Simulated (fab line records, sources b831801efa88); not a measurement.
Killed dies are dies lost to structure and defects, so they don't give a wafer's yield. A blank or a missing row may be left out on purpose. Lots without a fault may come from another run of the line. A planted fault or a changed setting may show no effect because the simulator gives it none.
Problem report in the 8D (eight disciplines) form, filled by code | flow sky130 | the parts of the form that need people (team, actions taken, sign-off) are left out

1. THE PROBLEM
strip_time_to_endpoint_s at SKY_GATE_OXIDE_STRIP_13 reads a mean of 9.17 s on 6 wafers of 2 lots; wafers without a fault read 14.18 s with a standard deviation of 0.046. That is -99 or more standard deviations from the usual mean.
The step: strips in O2/N2.
First seen on wafer L277.2, day 17 05:33, on plasma_asher-03. The record holds 33 wafers of 11 lots with a number at this step. Rule for "out", or "out of limits": more than 4 standard deviations from the usual mean. The other wafers with a number count as sound.

2. WHAT IT IS AND WHAT IT IS NOT
question                    | is                                       | is not
which readings at this step | strip_time_to_endpoint_s, oes_product_au | chamber_pressure_mTorr, drypump_motor_current_A
which lots                  | L277, L281                               | L268, L270, L272, L273, L285, L286, L288, L289, L290
which wafers of those lots  | all that have a number                   | -
read on which tools         | plasma_asher-01, plasma_asher-03         | plasma_asher-04
when                        | from day 17 05:33                        | up to then (12 sound wafers); but 15 sound wafers of L285, L286, L288, L289, L290 came after

3. SUSPECTS, AND WHAT RULES EACH OUT
Counting: a tool at a process step up to the reading stays a suspect if it ran every lot that is out and no sound lot after the first of them.
- plasma_asher-03 at SKY_VT_ADJUST_PCH_STRIP_09 (strips in O2/N2): ruled out as a lasting fault. Sound lots L286, L290 ran on it after its first lot that is out, L277 (day 13 11:13).
- litho_track-02 at SKY_GATE_OXIDE_COAT_05 (resist thk 1140 nm): kept. It ran every lot that is out, first L277 (day 16 14:33), and no sound lot after that; its last sound lot up to then is L273 (day 15 09:58).
Left after counting: litho_track-02 at SKY_GATE_OXIDE_COAT_05.

4. THE CAUSE (what the simulator had put in)
Process parameter drift: litho_track-02, from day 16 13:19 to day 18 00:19, at SKY_GATE_OXIDE_COAT_05. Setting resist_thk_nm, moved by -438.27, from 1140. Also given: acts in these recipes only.
Counting left only this tool.

5. THE CHAIN OF EFFECTS, in route order
Each row: a reading whose mean over the struck wafers that have a number lies more than 3 standard deviations from the usual. Only readings for which the record gives a usual standard deviation are gone through. hours: the time from each lot's start at the first step in this table that gives one to its start at this step, as a median over the lots. sigmas: the change in usual standard deviations.
hours | step                    | reading                  | usual      | on struck wafers | change | sigmas
0     | SKY_GATE_OXIDE_STRIP_13 | oes_product_au           | 0.716 a.u. | 0.617            | -0.099 | -24
0     | SKY_GATE_OXIDE_STRIP_13 | strip_time_to_endpoint_s | 14.18 s    | 9.17             | -5.01  | -99 or more
The process steps in it:
- SKY_GATE_OXIDE_STRIP_13: strips in O2/N2.
Later measuring or inspecting steps at which every struck wafer that the step has a row for has a number for every such reading, and none has moved that far: SKY_LDD_P_OVL_MEAS_08.

6. WHAT WOULD HAVE CAUGHT IT SOONER
In this record the first reading out of limits was taken at day 17 05:33, 16 hours after the fault began at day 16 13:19.
Of the lots that are out (2), L281 began SKY_GATE_OXIDE_COAT_05 on litho_track-02 after day 17 05:33. A hold on the tool at that time would have spared it.
